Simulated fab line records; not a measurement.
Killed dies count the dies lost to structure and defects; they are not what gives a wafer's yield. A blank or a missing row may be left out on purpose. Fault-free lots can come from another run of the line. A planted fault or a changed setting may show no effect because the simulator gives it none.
A struck lot beside a sound one	flow gf180mcu	14 out of 602 route steps
Sound: these wafers, L409.2, L409.5, L409.6. Struck: wafers L401.1, L401.3, L401.4. The cause is given at the end.
Each step with rows lists, per side, the tool, then ch with its chambers, then its first start. Under that, the readings that differ: sound wafers	struck wafers	difference of the means	sigmas: that difference in standard deviations of wafers without a fault.
alike: same words and numbers on both sides, and readings whose means sit less than 2 such deviations apart. not compared: any withheld reading, any reading some wafer has no value for, any bound like >300 that may hide the same value, and any number with overlapping values for which the record gives no deviation.
The two part at a step that has a row with sigmas, a row that says differs or no value, or rows on one side only. Non-overlapping numbers with no deviation appear without sigmas and do not part them. Lack of a reading on every wafer of one side parts them only where that side has two or more wafers.

GF_V2_CMP_26: polishes, stops on SiO2, t overpolish 15 s, target thk 0 nm.
  sound on cmp-02 ch 0,1, day 26 16:22; struck on cmp-02 ch 0,1,2, day 24 15:20
reading	sound	struck	difference	sigmas
time-to-endpoint-s (s)	93 86 92	80 80 84	-9	-3
  alike: motor-current-A, overpolish-run-s
GF_M3_SPUTTER_00: material Ti, target thk 37.5 nm, time 150 s.
  sound on pvd-sputter-03, day 26 16:37; struck on pvd-sputter-03, day 24 15:38
  alike: throttle-valve-pct
GF_M3_SPUTTER_01: material TiN, target thk 30 nm, time 25 s.
  sound on pvd-sputter-03, day 26 16:43; struck on pvd-sputter-03, day 24 15:44
  alike: throttle-valve-pct
GF_M3_SPUTTER_02: material AlCu, target thk 450 nm, time 23.9 s.
  sound on pvd-sputter-03, day 26 16:45; struck on pvd-sputter-03, day 24 15:46
  alike: throttle-valve-pct
GF_M3_SPUTTER_03: material Ti, target thk 10 nm, time 6.7 s.
  sound on pvd-sputter-03, day 26 16:47; struck on pvd-sputter-03, day 24 15:47
  alike: throttle-valve-pct
then, 1 step without rows for these wafers: GF_M3_SPUTTER_04 (material TiN, target thk 50 nm, time 41.7 s).
GF_M3_RS_MEAS_05: measures by four-point-probe.
  sound on film-metro-02, day 26 16:52; struck on film-metro-02, day 24 15:51
  alike: M3_ALCU_RS
GF_M3_THK_MEAS_06: measures by xrf.
  sound on film-metro-02, day 26 16:58; struck on film-metro-02, day 24 15:58
  alike: M3_ALCU_THK
then, 4 steps without rows for these wafers: GF_M3_DEHYDRATE_07 (time 60 s); GF_M3_HMDS_08 (prime time 60 s); GF_M3_COAT_09 (resist thk 1000 nm); GF_M3_SOFTBAKE_10 (time 60 s).
GF_M3_EXPOSE_11: exposes mask Metal3, target cd 280 nm.
  sound on krf-scanner-01 ch 0, day 27 02:59; struck on krf-scanner-02, day 25 02:35
  no value came back on the struck wafers for exposure-dose-mJ-cm2, focus-offset-nm (nm); on the sound wafers exposure-dose-mJ-cm2 reads 28.043 28.015 28.016
  alike: mask
then, 1 step without rows for these wafers: GF_M3_PEB_12 (peb time 90 s).

== WHERE THEY PART ==
First at GF_V2_CMP_26; last, within this record, at GF_M3_EXPOSE_11.

WHY: what had been put in by the simulator
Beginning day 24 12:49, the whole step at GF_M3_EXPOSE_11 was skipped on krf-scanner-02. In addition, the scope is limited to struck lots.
